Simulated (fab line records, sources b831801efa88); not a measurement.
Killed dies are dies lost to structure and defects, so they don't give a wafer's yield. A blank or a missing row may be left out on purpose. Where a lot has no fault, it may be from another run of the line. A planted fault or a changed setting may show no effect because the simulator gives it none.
The tool behind it: which one? ; flow gf180mcu ; 13 lots, 39 wafers sampled, at 4 steps of a route of 602

## WHAT THE GAUGES READ, wafer by wafer
GF_V1_THK_MEAS_25: measures by xrf. Usual: V1_W_THK typically reads 352 nm, with standard deviation 7.8.
lot;measured;on;V1_W_THK (nm);flag
L740;day 18 03:04;filmMetro-04;346 356 356;
L741;day 18 15:36;filmMetro-01;352 362 356;
L742;day 18 22:10;filmMetro-01;341 342 346;
L743;day 19 06:33;filmMetro-01;349 349 351;
L745;day 20 09:48;filmMetro-03;345 351 341;
L746;day 20 10:00;filmMetro-01;364 362 362;
L752;day 22 17:01;filmMetro-04;349 358 361;
L753;day 23 05:20;filmMetro-01;357 349 360;
L754;day 23 12:35;filmMetro-04;343 346 345;
L755;day 23 17:41;filmMetro-01;353 357 358;
L757;day 24 07:35;filmMetro-01;361 359 358;
L762;day 25 22:54;filmMetro-01;369 358 365;
L761;day 25 23:56;filmMetro-04;349 351 359;

GF_MIM_THK_MEAS_06. Usual: MIM_CVD_05_THK typically reads 41.8 nm, with standard deviation 0.55.
lot;measured;on;MIM_CVD_05_THK (nm);flag
L740;day 24 10:20;filmMetro-02;40.6 40.9 40.8;
L741;day 24 21:04;filmMetro-02;41.6 42.3 42.1;
L742;day 25 12:19;filmMetro-01;41.7 42.3 42.8;
L743;day 25 10:23;filmMetro-03;41.7 42.0 42.5;
L745;day 26 12:15;filmMetro-02;41.1 41.9 41.9;
L746;day 26 13:25;filmMetro-02;40.8 41.5 42.7;
L752;day 28 11:16;filmMetro-03;41.7 42.3 42.1;
L753;day 28 20:38;filmMetro-02;41.5 14.5 42.3;OFF
L754;day 29 02:51;filmMetro-02;42.6 14.3 42.4;OFF
L755;day 29 08:23;filmMetro-03;41.6 13.8 41.4;OFF
L757;day 29 20:26;filmMetro-03;41.5 41.6 42.2;
L762;day 31 05:20;filmMetro-01;42.3 42.3 42.5;
L761;day 31 06:02;filmMetro-03;42.0 42.2 42.1;

## WHAT TOOL EACH LOT RAN ON (gives the tool, then ch and the chambers of the sampled wafers, and finally the start)
lot;GF_M3_SPUTTER_03;GF_MIM_CVD_05
L740;pvdSputter-04, day 20 07:17;pecvd-04 ch 1,2, day 24 10:19
L741;pvdSputter-03, day 20 19:28;pecvd-03 ch 0,2, day 24 21:01
L742;pvdSputter-01, day 21 02:56;pecvd-04 ch 0,2, day 25 12:17
L743;pvdSputter-03, day 21 10:02;pecvd-03 ch 0,1,2, day 25 10:21
L745;pvdSputter-01, day 22 13:53;pecvd-04 ch 1,2, day 26 12:13
L746;pvdSputter-04, day 22 14:14;pecvd-01 ch 1,2, day 26 13:23
L752;pvdSputter-04, day 24 17:09;pecvd-03 ch 0,1,2, day 28 11:13
L753;pvdSputter-03, day 25 04:31;pecvd-03 ch 1,2, day 28 20:35
L754;pvdSputter-03, day 25 11:28;pecvd-03 ch 0,1,2, day 29 02:49
L755;pvdSputter-04, day 25 16:52;pecvd-03 ch 0,1,2, day 29 08:21
L757;pvdSputter-04, day 26 06:15;pecvd-01 ch 0,2, day 29 20:25
L762;pvdSputter-04, day 27 19:07;pecvd-01 ch 0,2, day 31 05:18
L761;pvdSputter-01, day 27 20:11;pecvd-04 ch 1,2, day 31 06:00
- GF_M3_SPUTTER_03: material Ti, target thk 10 nm, time 6.7 s.
- GF_MIM_CVD_05: deposits Si3N4, target thk 42 nm, time 29.086 s.

## AS READ BY THE TOOLS THEMSELVES (means over the sampled wafers that have a number; for cases with no such wafer, the mark the record gives instead)
GF_M3_SPUTTER_03. Usual: throttleValvePct reads 30.7 % (standard deviation 0.53).
lot;tool;throttleValvePct (%);flag
L740;pvdSputter-04;31.2;
L741;pvdSputter-03;30.5;
L742;pvdSputter-01;30.2;
L743;pvdSputter-03;30.5;
L745;pvdSputter-01;30.6;
L746;pvdSputter-04;31.2;
L752;pvdSputter-04;30.8;
L753;pvdSputter-03;30.3;
L754;pvdSputter-03;30.7;
L755;pvdSputter-04;31.2;
L757;pvdSputter-04;31.1;
L762;pvdSputter-04;31.0;
L761;pvdSputter-01;31.1;

GF_MIM_CVD_05. Usual: heaterPowerW 607 W, standard deviation 120; susceptorTempC 385.02 C, standard deviation 0.21.
lot;tool;heaterPowerW (W);susceptorTempC (C);flag
L740;pecvd-04;630;385.11;
L741;pecvd-03;591;384.97;
L742;pecvd-04;721;385.33;
L743;pecvd-03;524;385.02;
L745;pecvd-04;624;384.96;
L746;pecvd-01;669;385.25;
L752;pecvd-03;562;384.95;
L753;pecvd-03;476;385.00;
L754;pecvd-03;546;384.98;
L755;pecvd-03;536;384.83;
L757;pecvd-01;796;385.12;
L762;pecvd-01;710;385.14;
L761;pecvd-04;692;385.04;

## THE ANSWER, worked out from the rows above alone
Rule: a lot counts as off when the mean over its wafers that have a number is more than 3 standard deviations away from the usual mean. Also off: a lot with no number at a reading for which 4 or more lots have one. The other lots that the step has rows for count as sound. The gauges are gone through in route order, then the tools' own readings, and for those a lot's mean is taken as printed above. At the first step where some lot is off, the reading lying furthest off is the one used; lots without a number count as furthest.
Off: L753, L754, L755, seen at GF_MIM_THK_MEAS_06 (MIM_CVD_05_THK).
A tool fits if, at a process step before that reading, it ran every lot that is off, and no sound lot after the first of them. The gauges at GF_MIM_THK_MEAS_06 are tried like those tools. One candidate fits, namely pecvd-03 at GF_MIM_CVD_05. Its last sound lot is L752 (day 28 11:13), its first lot that is off L753 (day 28 20:35): a fault that began between those two fits.

## WHAT THE SIMULATOR HAD INSERTED
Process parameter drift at GF_MIM_CVD_05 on pecvd-03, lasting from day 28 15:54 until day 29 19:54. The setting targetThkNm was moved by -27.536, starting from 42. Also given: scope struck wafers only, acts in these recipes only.
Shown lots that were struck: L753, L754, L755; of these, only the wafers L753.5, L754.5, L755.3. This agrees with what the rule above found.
